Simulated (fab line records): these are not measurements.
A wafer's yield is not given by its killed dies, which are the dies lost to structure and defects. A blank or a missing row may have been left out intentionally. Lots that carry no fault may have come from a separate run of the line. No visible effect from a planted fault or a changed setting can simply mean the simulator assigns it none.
fab line records	flow sky130
record: lots: 5	wafers: 15	lastDay: 50
route steps=708 shown CONTACT@426 METAL1@434 PAD_OPEN@708
lots untouched by any fault: they come from a run of this same line in which no faults occurred
startH: the number of hours between the record's first day and the start of the first shown wafer of the lot	waitH: how many hours have passed since the lot's step before this one	" repeats the value in the row above	L1.1+2: a single row standing in for several wafers	- no value present, or no start provided	* or withheld: withheld	< > ~ a bound
route shown NAME@n: a module of which the file shows steps, and the number in the route of the first	usual: mean/standard deviation of fault-free wafers	same: alike in all rows	chamber/n: place in a boat	sites: each site's reading	_std_site: the values' standard deviation	_edge_site: mean of outer sites minus mean of inner sites	radiusMm: how far each site lies from the wafer's centre	mask NAME#n: copy n	behind: tool/chamber where the wafer was last shaped	hold: reason for holding the lot/hours on hold/outcome of the hold	device: whichever transistor did not switch (one of n, p or np)	end of line: at the end of the route, the tests of the same wafers	a step with no rows: only its recipe	killed: count of dies lost to structure and defects at first sort (not the wafer's yield)	map: dies across one wafer; x = killed, . = not, _ = none there
set.NAME: the setting that was run; set.NAME@STEP: the one run at that earlier step	model.NAME: the simulator's own value behind a step, which no gauge read
lots seen at some steps along the route; tables by step, rows by wafer
services: a tool's chamber out of use, with start hour (startH, from the record's first day; less than 0 if before it), hours out, and reason
== steps ==
step: SKY_CONTACT_STRIP_20
recipe: chemistry: postEtchResidueRemover	timeS: 1200	tempC: 72.5
step: SKY_CONTACT_CLEAN_21
recipe: chemistry: IPA	timeS: 180	tempC: 25
step: SKY_CONTACT_CLEAN_22
recipe: chemistry: O3/DIW	dry: n2Spin
step: SKY_CONTACT_SPUTTER_23
recipe: material: TiN	targetThkNm: 20	chamberPressurePa: 5	powerW: 4000	timeS: 80
step: SKY_CONTACT_CVD_24
recipe: material: W	targetThkNm: 340	timeS: 102.12	tempC: 400	pressureTorr: 40
usual: heaterPowerW: 900/130
lot.wafer	tool	chamber	startH	waitH	heaterPowerW
L622.4	cvdW-01	1	744.89	0.1	1085
L622.5	"	0	"	"	980
L622.6	"	1	"	"	1088
L627.3	cvdW-02	1	777.64	0.1	792
L627.4	"	0	"	"	765
L627.5	"	0	"	"	797
L629.1	cvdW-01	0	793.61	0.0	956
L629.5	"	0	"	"	982
L629.6	"	1	"	"	1084
L631.1	cvdW-02	1	807.64	0.0	793
L631.2	"	0	"	"	782
L631.3	"	1	"	"	773
L643.1	cvdW-01	0	896.75	0.0	971
L643.2	"	1	"	"	1095
L643.6	"	0	"	"	992
step: SKY_CONTACT_RS_MEAS_25
recipe: thkMeasGauge: four-point-probe	reads: W_of_CONTACT_CVD_24+TiN_of_CONTACT_SPUTTER_23
usual: CONTACT_W_RS: 0.337/0.0044
lot.wafer	tool	chamber	startH	waitH	CONTACT_W_RS[ohm/sq]
L622.4	filmMetro-02	-	745.03	0.1	0.340
L622.5	"	-	"	"	0.335
L622.6	"	-	"	"	0.336
L627.3	filmMetro-02	-	777.76	0.1	0.346
L627.4	"	-	"	"	0.330
L627.5	"	-	"	"	0.333
L629.1	filmMetro-03	-	793.72	0.1	0.335
L629.5	"	-	"	"	0.332
L629.6	"	-	"	"	0.335
L631.1	filmMetro-02	-	807.75	0.1	0.344
L631.2	"	-	"	"	0.336
L631.3	"	-	"	"	0.347
L643.1	filmMetro-02	-	896.86	0.1	0.339
L643.2	"	-	"	"	0.339
L643.6	"	-	"	"	0.340
step: SKY_CONTACT_THK_MEAS_26
recipe: thkMeasGauge: xrf	reads: W_of_CONTACT_CVD_24
usual: CONTACT_W_THK: 344/6.4
lot.wafer	tool	chamber	startH	waitH	CONTACT_W_THK[nm]
L622.4	filmMetro-02	-	745.12	0.1	335
L622.5	"	-	"	"	342
L622.6	"	-	"	"	340
L627.3	filmMetro-02	-	777.86	0.1	329
L627.4	"	-	"	"	346
L627.5	"	-	"	"	343
L629.1	filmMetro-03	-	793.84	0.1	349
L629.5	"	-	"	"	355
L629.6	"	-	"	"	353
L631.1	filmMetro-02	-	807.87	0.1	337
L631.2	"	-	"	"	342
L631.3	"	-	"	"	331
L643.1	filmMetro-02	-	896.98	0.1	338
L643.2	"	-	"	"	336
L643.6	"	-	"	"	335
step: SKY_CONTACT_CMP_27
recipe: stopOn: SiO2	tOverpolishS: 15	downForcePsi: 3.5	platenRpm: 60	targetThkNm: 0	padVelocityMS: 0.94248
usual: motorCurrentA: 10.6/1	overpolishRunS: 14.998/0.0093	retainingRingPressureFrac: 0.999/0.0048	timeToEndpointS: 80/4.6
lot.wafer	tool	chamber	startH	waitH	motorCurrentA	overpolishRunS	retainingRingPressureFrac	timeToEndpointS
L622.4	cmp-02	0	745.25	0.1	10.2	14.985	1.003	79
L622.6	"	2	"	"	11.2	14.981	1.004	80
L622.5	"	3	"	"	9.9	15.005	1.005	76
L627.3	cmp-02	0	777.95	0.1	10.2	15.003	1.005	74
L627.4	"	1	"	"	10.3	14.986	1.002	80
L627.5	"	0	"	"	9.8	15.004	1.001	79
L629.1	cmp-01	3	793.95	0.1	12.7	14.988	0.997	80
L629.5	"	2	"	"	9.5	15.001	0.987	87
L629.6	"	3	"	"	12.9	15.000	0.998	82
L631.2	cmp-02	1	807.98	0.1	10.4	14.986	1.005	77
L631.3	"	2	"	"	11.0	15.006	1.003	77
L631.1	"	3	"	"	10.1	15.006	1.002	71
L643.1	cmp-01	0	897.04	0.1	12.3	15.006	1.008	85
L643.2	"	3	"	"	11.8	15.006	0.999	85
L643.6	"	1	"	"	9.2	14.995	0.997	78
step: SKY_METAL1_SPUTTER_00
recipe: material: Ti	targetThkNm: 15	powerW: 3000	timeS: 10	chamberPressurePa: 0.4
usual: chamberPressurePa: 0.3999/0.0008	throttleValvePct: 29.4/0.93
lot.wafer	tool	chamber	startH	waitH	chamberPressurePa	throttleValvePct
L622.4	pvdSputter-02	-	745.45	0.1	0.3987	28.5
L622.5	"	-	"	"	0.4001	28.6
L622.6	"	-	"	"	0.4000	28.6
L627.3	pvdSputter-02	-	778.20	0.2	0.4002	28.8
L627.4	"	-	"	"	0.3998	28.5
L627.5	"	-	"	"	0.3999	28.6
L629.1	pvdSputter-04	-	794.20	0.2	0.3995	29.4
L629.5	"	-	"	"	0.3990	29.9
L629.6	"	-	"	"	0.4004	29.7
L631.1	pvdSputter-02	-	808.23	0.1	0.4002	28.5
L631.2	"	-	"	"	0.4005	28.6
L631.3	"	-	"	"	0.4011	28.7
L643.1	pvdSputter-04	-	897.34	0.2	0.4004	31.6
L643.2	"	-	"	"	0.3997	30.1
L643.6	"	-	"	"	0.4001	29.8
step: SKY_METAL1_SPUTTER_01
recipe: material: TiN	targetThkNm: 20	powerW: 6500	timeS: 16.7	chamberPressurePa: 0.4
step: SKY_METAL1_SPUTTER_02
recipe: material: AlCu	targetThkNm: 250	powerW: 10600	timeS: 13.3	chamberPressurePa: 0.4
step: SKY_METAL1_SPUTTER_03
recipe: material: Ti	targetThkNm: 5	powerW: 3000	timeS: 3.3	chamberPressurePa: 0.4
step: SKY_METAL1_SPUTTER_04
recipe: material: TiN	targetThkNm: 70	powerW: 6500	timeS: 58.3	chamberPressurePa: 0.4
usual: chamberPressurePa: 0.3999/0.00083	throttleValvePct: 29.4/0.91
lot.wafer	tool	chamber	startH	waitH	chamberPressurePa	throttleValvePct	model.TiN_of_METAL1_SPUTTER_04.thkNm
L622.4	pvdSputter-02	-	745.54	0.0	0.4006	28.7	70.1
L622.5	"	-	"	"	0.4007	28.3	68.88
L622.6	"	-	"	"	0.4005	28.4	70.2
L627.3	pvdSputter-02	-	778.29	0.0	0.3996	28.9	70.35
L627.4	"	-	"	"	0.4002	28.6	69.86
L627.5	"	-	"	"	0.3988	28.4	68.74
L629.1	pvdSputter-04	-	794.29	0.0	0.4003	29.6	70.69
L629.5	"	-	"	"	0.4003	30.0	70.51
L629.6	"	-	"	"	0.3992	29.8	69.77
L631.1	pvdSputter-02	-	808.33	0.0	0.3996	28.4	69.33
L631.2	"	-	"	"	0.4019	28.6	69.75
L631.3	"	-	"	"	0.3997	28.8	103.1
L643.1	pvdSputter-04	-	897.43	0.0	0.3997	31.5	69.92
L643.2	"	-	"	"	0.3996	30.1	69.62
L643.6	"	-	"	"	0.4021	29.8	69.9
step: SKY_METAL1_RS_MEAS_05
recipe: thkMeasGauge: four-point-probe	reads: TiN_of_METAL1_SPUTTER_04+Ti_of_METAL1_SPUTTER_03+AlCu_of_METAL1_SPUTTER_02+TiN_of_METAL1_SPUTTER_01+Ti_of_METAL1_SPUTTER_00
usual: METAL1_ALCU_RS: 0.1272/0.0011
lot.wafer	tool	chamber	startH	waitH	hold	METAL1_ALCU_RS[ohm/sq]
L622.4	filmMetro-04	-	745.65	0.1	-	0.1274
L622.5	"	-	"	"	-	0.1292
L622.6	"	-	"	"	-	0.1266
L627.3	filmMetro-03	-	778.38	0.1	-	0.1255
L627.4	"	-	"	"	-	0.1242
L627.5	"	-	"	"	-	0.1262
L629.1	filmMetro-03	-	794.34	0.0	-	0.1279
L629.5	"	-	"	"	-	0.1275
L629.6	"	-	"	"	-	0.1252
L631.1	filmMetro-01	-	808.37	0.0	awaitDispo/0.2h/release	0.1252
L631.2	"	-	"	"	awaitDispo/0.2h/release	0.1266
L631.3	"	-	"	"	awaitDispo/0.2h/release	0.1273
L631.1	filmMetro-01	-	808.66	0.3	-	0.1251
L631.2	"	-	"	"	-	0.1266
L631.3	"	-	"	"	-	0.1271
L643.1	filmMetro-03	-	897.48	0.0	-	0.1258
L643.2	"	-	"	"	-	0.1256
L643.6	"	-	"	"	-	0.1247
step: SKY_METAL1_THK_MEAS_06
recipe: thkMeasGauge: xrf	reads: AlCu_of_METAL1_SPUTTER_02
usual: METAL1_ALCU_THK: 249.5/2.3
lot.wafer	tool	chamber	startH	waitH	hold	METAL1_ALCU_THK[nm]
L622.4	filmMetro-04	-	745.74	0.1	-	250.3
L622.5	"	-	"	"	-	247.3
L622.6	"	-	"	"	-	250.3
L627.3	filmMetro-03	-	778.48	0.1	-	255.2
L627.4	"	-	"	"	-	255.5
L627.5	"	-	"	"	-	253.9
L629.1	filmMetro-03	-	794.46	0.1	-	247.4
L629.5	"	-	"	"	-	249.6
L629.6	"	-	"	"	-	253.4
L631.1	filmMetro-01	-	811.79	3.1	awaitDispo/0.2h/release	254.7
L631.2	"	-	"	"	awaitDispo/0.2h/release	252.6
L631.3	"	-	"	"	awaitDispo/0.2h/release	233.3
L631.1	filmMetro-01	-	812.02	0.2	-	253.1
L631.2	"	-	"	"	-	250.2
L631.3	"	-	"	"	-	233.2
L643.1	filmMetro-03	-	897.60	0.1	-	249.5
L643.2	"	-	"	"	-	252.4
L643.6	"	-	"	"	-	252.2
step: SKY_METAL1_HMDS_08
recipe: primeTimeS: 60	primeTempC: 120
step: SKY_METAL1_COAT_09
recipe: resist: BARC	tempC: withheld	timeS: withheld	spinRpm: 3000	resistThkNm: 60
step: SKY_METAL1_COAT_10
recipe: resist: KrF-thick	spinRpm: 3000	resistThkNm: 450
step: SKY_METAL1_SOFTBAKE_11
recipe: tempC: 100	timeS: 90	resist: KrF-thick
step: SKY_METAL1_EXPOSE_12
recipe: maskId: MM1	na: 0.8	sourceShape: annular	sigmaInner: 0.55	sigmaOuter: 0.85	targetCdNm: 140	doseMj: 28
step: SKY_METAL1_PEB_13
recipe: pebTempC: withheld	pebTimeS: withheld	resist: KrF-thick
step: SKY_METAL1_DEVELOP_14
recipe: developTimeS: 60	resist: KrF-thick	devTempC: 21
step: SKY_METAL1_CD_MEAS_15
recipe: targetCdNm: 140
usual: cdNm: 139.6/1.6
lot.wafer	tool	chamber	startH	waitH	cdNm
L622.4	cdSem-01	-	773.01	-	138.9
L622.5	"	-	"	"	138.5
L622.6	"	-	"	"	139.2
L627.3	cdSem-01	-	805.38	-	138.4
L627.4	"	-	"	"	139.5
L627.5	"	-	"	"	139.0
L629.1	cdSem-01	-	820.53	-	139.2
L629.5	"	-	"	"	138.6
L629.6	"	-	"	"	138.0
L631.1	cdSem-01	-	833.90	-	138.0
L631.2	"	-	"	"	138.8
L631.3	"	-	"	"	138.9
L643.1	cdSem-01	-	922.64	-	142.5
L643.2	"	-	"	"	144.2
L643.6	"	-	"	"	142.3
step: SKY_METAL1_OVL_MEAS_16
usual: METAL1_OVL: -1/4.3
lot.wafer	tool	chamber	startH	waitH	METAL1_OVL[nm]
L622.4	overlay-02	-	773.09	0.1	-2
L622.5	"	-	"	"	3
L622.6	"	-	"	"	1
L627.3	overlay-01	-	805.47	0.1	2
L627.4	"	-	"	"	3
L627.5	"	-	"	"	6
L629.1	overlay-01	-	820.65	0.1	1
L629.5	"	-	"	"	2
L629.6	"	-	"	"	4
L631.1	overlay-02	-	834.02	0.1	1
L631.2	"	-	"	"	-2
L631.3	"	-	"	"	4
L643.1	overlay-01	-	922.76	0.1	1
L643.2	"	-	"	"	-5
L643.6	"	-	"	"	2
step: SKY_METAL1_DESCUM_17
recipe: chemistry: O2	sourcePowerW: 150	biasPowerW: 0	pressureMtorr: 10	tempC: 40	timeS: 8
usual: drypumpMotorCurrentA: 6.1/0.46	heBacksideLeakSccm: 3.28/0.28	oesProductAu: 0.998/0.0094
lot.wafer	tool	chamber	startH	waitH	drypumpMotorCurrentA	heBacksideLeakSccm	oesProductAu	rfHoursCounterH
L622.4	rieMetal-03	1	773.12	0.0	5.8	3.20	0.977	-
L622.5	"	0	"	"	5.3	3.27	0.991	-
L622.6	"	1	"	"	5.8	3.13	0.979	-
L627.3	rieMetal-04	1	805.51	0.0	6.7	3.39	0.983	-
L627.4	"	0	"	"	6.1	3.41	0.996	-
L627.5	"	1	"	"	6.8	3.48	0.998	-
L629.1	rieMetal-02	0	820.68	0.0	6.0	3.20	0.989	12
L629.5	"	1	"	"	6.4	3.48	0.999	-
L629.6	"	0	"	"	6.0	3.13	0.992	-
L631.1	rieMetal-02	1	834.06	0.0	6.4	3.46	1.006	15
L631.2	"	0	"	"	6.0	2.86	0.989	13
L631.3	"	0	"	"	6.0	2.80	0.980	-
L643.1	rieMetal-03	1	922.80	0.0	5.8	3.15	0.993	1
L643.2	"	0	"	"	5.3	3.03	1.009	6
L643.6	"	1	"	"	5.8	3.13	1.013	-
step: SKY_METAL1_ETCH_18
recipe: chemistry: N2/H2	target: BARC	ionEnergyEv: 200	biasW: 100	pressureMtorr: 30	n2FlowSccm: 100	h2FlowSccm: 200	icpW: 500	stopOn: SiO2	timeS: 45.9	targetDepthA: 600
step: SKY_METAL1_METAL_ETCH_19
recipe: targetDepthA: 3600	stopOn: SiO2	overEtchFrac: 0.3	timeS: 78	chemistry: Cl2/BCl3	resistSidewallDeg: 88	pressureMtorr: 10	icpW: 900	biasW: 48.5	Cl2_flow_sccm: 60	bcl3FlowSccm: 30
step: SKY_METAL1_STRIP_20
recipe: chemistry: O2/N2	powerW: 1400	pressureMtorr: 1500	platenTempC: withheld	o2FlowSccm: 3000	n2FlowSccm: 300	overashFraction: 0.5
usual: drypumpMotorCurrentA: 5.6/0.31	oesProductAu: 0.343/0.0048	stripTimeToEndpointS: 2.71/0.042
lot.wafer	tool	chamber	startH	waitH	drypumpMotorCurrentA	oesProductAu	rfHoursCounterH	stripTimeToEndpointS
L622.4	plasmaAsher-02	0	773.33	0.1	6.1	0.340	-	2.74
L622.5	"	1	"	"	5.3	0.346	-	2.71
L622.6	"	0	"	"	6.1	0.351	-	2.74
L627.3	plasmaAsher-02	1	805.71	0.1	5.4	0.343	-	2.73
L627.4	"	0	"	"	6.1	0.343	-	2.71
L627.5	"	1	"	"	5.4	0.335	-	2.74
L629.1	plasmaAsher-04	1	820.87	0.1	5.9	0.344	71	2.74
L629.5	"	1	"	"	5.9	0.341	-	2.67
L629.6	"	0	"	"	5.7	0.351	-	2.73
L631.1	plasmaAsher-04	0	834.24	0.1	5.7	0.345	73	2.61
L631.2	"	1	"	"	5.9	0.332	73	2.72
L631.3	"	1	"	"	5.9	0.345	-	2.73
L643.1	plasmaAsher-04	1	922.98	0.1	5.9	0.348	81	2.74
L643.2	"	0	"	"	5.7	0.338	81	2.69
L643.6	"	0	"	"	5.7	0.341	-	2.72
step: SKY_METAL1_STRIP_21
recipe: chemistry: postEtchResidueRemover	timeS: 1200	tempC: 72.5
lot.wafer	tool	chamber	startH	waitH	model.TiN_of_METAL1_SPUTTER_04.thkNm
L622.4	wetBench-01	1	773.39	0.0	69.67
L622.5	"	1	"	"	68.45
L622.6	"	1	"	"	69.77
L627.3	wetBench-01	1	805.78	0.0	69.93
L627.4	"	1	"	"	69.44
L627.5	"	1	"	"	68.32
L629.1	wetBench-01	0	820.97	0.1	70.26
L629.5	"	0	"	"	70.09
L629.6	"	0	"	"	69.35
L631.1	wetBench-04	1	834.34	0.1	68.91
L631.2	"	1	"	"	69.33
L631.3	"	1	"	"	102.7
L643.1	wetBench-04	0	923.08	0.1	69.49
L643.2	"	0	"	"	69.2
L643.6	"	0	"	"	69.48
step: SKY_METAL1_CLEAN_22
recipe: chemistry: IPA	timeS: 180	tempC: 25
step: SKY_PAD_OPEN_PROBE_99
usual: defectLimitedYield: 82.3/1.9	killed_at_M0_to_M3: 44/6.9	killed_at_M4_up: 3.3/2.1	killedAtContacts: 24/4.8	killedAtFrontEnd: 15/4.4	killedAtOther: 0.2/0.48	killedDies: 87/9.5	killedOpen: 48/6.5	killedShort: 39/6.3	sort_bin_3_pad_short: 0.9/0.48	sort_bin_5_function: 10.5/1.5	sort_bin_6_memory: 6.3/1.1	sortNPass: 405/9.5	sortYieldPct: 82.3/1.9
same: grossDies: 492	killedAtBackSide: 0	sort_bin_4_leakage[%]: 0	sort_bin_8_speed[%]: 0
lot.wafer	tool	chamber	startH	waitH	defectLimitedYield[%]	killed_at_M0_to_M3	killed_at_M4_up	killedAtContacts	killedAtFrontEnd	killedAtOther	killedDies	killedOpen	killedShort	sort_bin_3_pad_short[%]	sort_bin_5_function[%]	sort_bin_6_memory[%]	sortNPass	sortYieldPct[%]	model.etest.via1Chain.rcOhm
L622.4	prober-01	-	1084.68	0.2	79.7	43	4	35	18	0	100	52	48	0.6	12.4	7.3	392	79.7	16.79
L622.5	prober-01	-	1084.73	0.2	79.1	54	5	32	12	0	103	51	52	2.0	12.4	6.5	389	79.1	16.12
L622.6	prober-01	-	1084.78	0.2	84.1	35	5	20	18	0	78	41	37	0.6	9.6	5.7	414	84.1	16.06
L627.3	prober-01	-	1106.67	0.2	82.7	41	4	24	16	0	85	45	40	0.4	10.0	6.9	407	82.7	15.72
L627.4	prober-01	-	1106.72	0.2	81.1	48	0	31	14	0	93	51	42	0.8	12.6	5.5	399	81.1	16.66
L627.5	prober-01	-	1106.77	0.2	78.7	48	7	22	28	0	105	53	50	1.2	13.4	6.7	387	78.7	16.31
L629.1	prober-01	-	1118.22	0.1	82.3	46	1	28	12	0	87	54	33	1.0	10.6	6.1	405	82.3	17.7
L629.5	prober-01	-	1118.42	0.2	83.7	34	5	25	16	0	80	53	26	0.2	9.6	6.5	412	83.7	15.79
L629.6	prober-01	-	1118.47	0.2	82.3	46	6	27	7	1	87	50	36	0.4	10.0	7.3	405	82.3	16.41
L631.1	prober-01	-	1127.82	0.1	83.3	43	1	27	11	0	82	48	34	0.6	8.7	7.3	410	83.3	16.36
L631.2	prober-01	-	1127.87	0.1	81.9	44	1	23	21	0	89	53	36	0.4	11.2	6.5	403	81.9	15.26
L631.3	prober-01	-	1127.92	0.2	80.5	46	5	30	15	0	96	46	50	1.4	11.4	6.7	396	80.5	17.07
L643.1	prober-01	-	1189.06	0.1	81.5	40	8	23	20	0	91	49	42	0.6	9.8	8.1	401	81.5	16.44
L643.2	prober-01	-	1189.11	0.1	81.1	53	2	26	12	0	93	60	33	0.4	11.0	7.5	399	81.1	16.29
L643.6	prober-01	-	1189.31	0.2	82.3	35	2	32	18	0	87	53	33	0.2	11.0	6.5	405	82.3	15.81
killed by level:class
L622.4 CONTACT:geometricParticle:open=10 CONTACT:geometricParticle:short=9 LI_CONTACT:geometricParticle:open=8 VIA1:geometricParticle:open=8 FIELD_ISO:geometricParticle:short=7 METAL2:geometricParticle:short=7 LOCAL_INTERCONNECT:geometricParticle:short=6 VIA2:geometricParticle:open=6
L622.5 VIA1:geometricParticle:open=10 CONTACT:geometricParticle:open=9 CONTACT:geometricParticle:short=8 METAL1:geometricParticle:short=8 VIA1:geometricParticle:short=8 LI_CONTACT:geometricParticle:open=7 LOCAL_INTERCONNECT:geometricParticle:short=6 METAL2:geometricParticle:short=6
L622.6 CONTACT:geometricParticle:open=9 POLY_GATE:geometricParticle:open=7 VIA1:geometricParticle:open=7 FIELD_ISO:geometricParticle:open=5 VIA1:geometricParticle:short=5 CONTACT:geometricParticle:short=5 METAL1:geometricParticle:short=5 POLY_GATE:geometricParticle:short=4
L627.3 VIA1:geometricParticle:open=14 CONTACT:geometricParticle:open=9 LI_CONTACT:geometricParticle:open=6 POLY_GATE:geometricParticle:short=5 VIA1:geometricParticle:short=5 VIA2:geometricParticle:open=5 VIA3:geometricParticle:open=5 LOCAL_INTERCONNECT:geometricParticle:short=4
L627.4 CONTACT:geometricParticle:open=13 VIA1:geometricParticle:open=12 METAL2:geometricParticle:short=9 LOCAL_INTERCONNECT:geometricParticle:short=8 VIA1:geometricParticle:short=7 VIA3:geometricParticle:open=6 POLY_GATE:geometricParticle:open=5 VIA2:geometricParticle:open=5
L627.5 VIA3:geometricParticle:open=11 CONTACT:geometricParticle:open=8 FIELD_ISO:geometricParticle:open=7 FIELD_ISO:geometricParticle:short=6 POLY_GATE:geometricParticle:short=6 VIA3:geometricParticle:short=6 POLY_GATE:geometricParticle:open=5 LI_CONTACT:geometricParticle:open=5
L629.1 METAL2:geometricParticle:short=10 VIA3:geometricParticle:open=10 LI_CONTACT:geometricParticle:open=10 CONTACT:geometricParticle:open=10 VIA1:geometricParticle:open=10 METAL1:geometricParticle:short=6 VIA2:geometricParticle:open=5 FIELD_ISO:geometricParticle:short=3
L629.5 CONTACT:geometricParticle:open=12 VIA3:geometricParticle:open=9 LI_CONTACT:geometricParticle:open=7 VIA1:geometricParticle:open=6 FIELD_ISO:geometricParticle:short=4 METAL1:geometricParticle:short=4 FIELD_ISO:geometricParticle:open=3 CONTACT:geometricParticle:short=3
L629.6 CONTACT:geometricParticle:open=12 VIA1:geometricParticle:open=9 VIA3:geometricParticle:open=8 VIA3:geometricParticle:short=7 VIA2:geometricParticle:open=7 LI_CONTACT:geometricParticle:open=6 CONTACT:geometricParticle:short=6 LOCAL_INTERCONNECT:geometricParticle:short=3
L631.1 LI_CONTACT:geometricParticle:open=9 VIA1:geometricParticle:open=8 VIA2:geometricParticle:open=8 VIA3:geometricParticle:open=7 CONTACT:geometricParticle:short=6 CONTACT:geometricParticle:open=6 VIA1:geometricParticle:short=6 LOCAL_INTERCONNECT:geometricParticle:short=4
L631.2 VIA1:geometricParticle:open=11 FIELD_ISO:geometricParticle:open=9 LI_CONTACT:geometricParticle:open=7 VIA3:geometricParticle:short=7 VIA2:geometricParticle:open=6 CONTACT:geometricParticle:open=6 CONTACT:geometricParticle:short=5 POLY_GATE:geometricParticle:open=4
L631.3 VIA1:geometricParticle:open=11 LI_CONTACT:geometricParticle:open=7 CONTACT:geometricParticle:short=7 METAL2:geometricParticle:short=7 VIA2:geometricParticle:open=7 FIELD_ISO:geometricParticle:short=6 VIA3:geometricParticle:short=5 CONTACT:geometricParticle:open=5
L643.1 VIA1:geometricParticle:open=12 CONTACT:geometricParticle:open=8 LI_CONTACT:geometricParticle:open=6 VIA2:geometricParticle:open=6 METAL4:geometricParticle:short=6 POLY_GATE:geometricParticle:short=5 VIA1:geometricParticle:short=5 FIELD_ISO:geometricParticle:open=4
L643.2 VIA1:geometricParticle:open=21 CONTACT:geometricParticle:open=9 VIA3:geometricParticle:open=7 LI_CONTACT:geometricParticle:open=6 CONTACT:geometricParticle:short=6 POLY_GATE:geometricParticle:open=5 VIA1:geometricParticle:short=5 VIA2:geometricParticle:open=5
L643.6 LI_CONTACT:geometricParticle:open=13 CONTACT:geometricParticle:open=9 VIA1:geometricParticle:open=8 POLY_GATE:geometricParticle:open=7 VIA1:geometricParticle:short=5 VIA2:geometricParticle:open=5 LOCAL_INTERCONNECT:geometricParticle:short=4 VIA3:geometricParticle:open=4
== services ==
tool	chamber	startH	hours	kind
plasmaAsher-02	-	733.75	9.0	pm
plasmaAsher-02	0	733.75	9.0	ventCycle
cmp-01	-	744.83	4.0	pm
cvdW-02	-	747.47	0.7	repair
rieMetal-04	-	776.47	4.3	pm
rieMetal-04	1	791.74	1.5	repair
cmp-01	-	814.98	0.9	repair
pvdSputter-02	-	819.89	1.1	repair
rieMetal-03	-	820.09	0.5	repair
rieMetal-02	-	830.88	2.8	pm
cvdW-02	-	830.98	1.4	repair
cmp-01	-	844.22	3.2	pm
cmp-02	-	857.00	0.8	repair
rieMetal-04	0	887.54	22.4	repair
plasmaAsher-04	-	895.76	11.9	repair
cvdW-01	-	904.00	14.0	pm
cvdW-01	0	904.00	14.0	ventCycle
cvdW-01	1	904.00	14.0	ventCycle
cmp-02	-	912.00	4.0	pm
pvdSputter-02	-	913.45	2.1	repair
cmp-02	-	916.00	-	consumableReplace:conditioner
cmp-02	-	916.00	-	consumableReplace:pad
cvdW-01	0	918.00	-	clean
cvdW-01	1	918.00	-	clean
== key ==
firstSign: step: SKY_METAL1_RS_MEAS_05	reading: visit	direction: added
effect: step: SKY_METAL1_THK_MEAS_06	reading: visit	direction: added
effect: step: SKY_METAL1_THK_MEAS_06	reading: METAL1_ALCU_THK	direction: down	sigmas: 7.1	usual: 249.5	struck: 233.3
modelEffect: step: SKY_METAL1_SPUTTER_04	value: TiN_of_METAL1_SPUTTER_04.thkNm	without: 69.73	struck: 103.1
modelEffect: step: SKY_METAL1_STRIP_21	value: TiN_of_METAL1_SPUTTER_04.thkNm	without: 69.32	struck: 102.7
modelEffect: step: SKY_PAD_OPEN_PROBE_99	value: etest.via1Chain.rcOhm	without: 15.49	struck: 17.07
metAt SKY_METAL1_SPUTTER_04
struckWafers L631.3
onsetBetween 778.29 808.33
fault: kind: processParameterDrift	tool: pvdSputter-02	chamber: -	onsetH: 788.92	steps: SKY_METAL1_SPUTTER_04	channel: timeS	offset: *	shape: step	endH: 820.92	scope: struckWafersOnly	actsIn: *	stated: *
